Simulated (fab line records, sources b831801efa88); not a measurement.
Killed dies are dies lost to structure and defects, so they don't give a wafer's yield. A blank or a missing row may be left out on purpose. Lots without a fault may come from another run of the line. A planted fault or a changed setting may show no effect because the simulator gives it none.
Chamber matching | flow sfq_line | SFQ_TRILAYER_I7_CMP_CMP_184 on cmp-01: 4 sister chambers
The step polishes SiO2. 14 wafers are shown with their chamber, then 7 later ones without.

WAFERS WITH THEIR CHAMBER
wafer  | chamber | time_to_endpoint_s (s) | motor_current_A (A) | platen_rpm (rpm)
L651.1 | 3       | 206                    | 10.8                | 59.96
L651.3 | 0       | 216                    | 10.7                | 59.99
L651.5 | 2       | 220                    | 10.9                | 59.98
L653.1 | 3       | 209                    | 10.7                | 59.99
L653.5 | 0       | 205                    | 11.5                | 59.95
L653.6 | 3       | 213                    | 10.5                | 59.93
L654.4 | 0       | 200                    | 10.5                | 59.99
L654.1 | 2       | 216                    | 10.2                | 59.99
L654.6 | 0       | 199                    | 10.7                | 60.00
L662.2 | 3       | 212                    | 10.7                | 60.01
L662.5 | 0       | 217                    | 10.6                | 60.05
L662.6 | 3       | 204                    | 10.6                | 60.01
L663.2 | 1       | 201                    | 10.9                | 59.99
L663.3 | 3       | 218                    | 10.9                | 60.04

SIGNATURES (means of the wafers above)
reading            | chamber 0 | chamber 1 | chamber 2 | chamber 3 | scatter within a chamber
time_to_endpoint_s | 207.40    | 201.00    | 218.00    | 210.33    | 6.59
motor_current_A    | 10.800    | 10.900    | 10.550    | 10.700    | 0.314
platen_rpm         | 59.9960   | 59.9900   | 59.9850   | 59.9900   | 0.036
Rule: a wafer's distance from a chamber is the root of the sum, over the readings, of the square of ((its reading less the chamber's mean) divided by the reading's scatter). The wafer belongs to the nearest chamber; if the next one is less than 2 further off, it can't be placed. The scatter: the root of (the sum of the squares of (reading less its chamber's mean) over the shown wafers, divided by (wafers less chambers)).

WAFERS WITHOUT THEIR CHAMBER
wafer  | time_to_endpoint_s (s) | motor_current_A (A) | platen_rpm (rpm)
L663.5 | 214                    | 10.4                | 59.98
L664.4 | 213                    | 10.7                | 60.00
L664.5 | 208                    | 10.7                | 60.06
L664.6 | 214                    | 10.6                | 59.97
L666.2 | 221                    | 10.6                | 60.02
L666.3 | 223                    | 10.8                | 59.99
L666.5 | 227                    | 10.3                | 59.90

WHICH CHAMBER EACH WENT THROUGH
wafer  | from the rows above               | in truth
L663.5 | can't be placed: 2 or 3 or 0 or 1 | 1
L664.4 | can't be placed: 3 or 0 or 2 or 1 | 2
L664.5 | can't be placed: 0 or 3 or 1 or 2 | 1
L664.6 | can't be placed: 2 or 3 or 0 or 1 | 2
L666.2 | can't be placed: 2 or 3 or 0      | 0
L666.3 | can't be placed: 2 or 3 or 0      | 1
L666.5 | can't be placed: 2 or 3 or 0      | 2
Placed correctly: 0 of 7. Can't be placed from these rows: 7 (the true chamber is among the candidates in 6). Placed wrongly: 0.
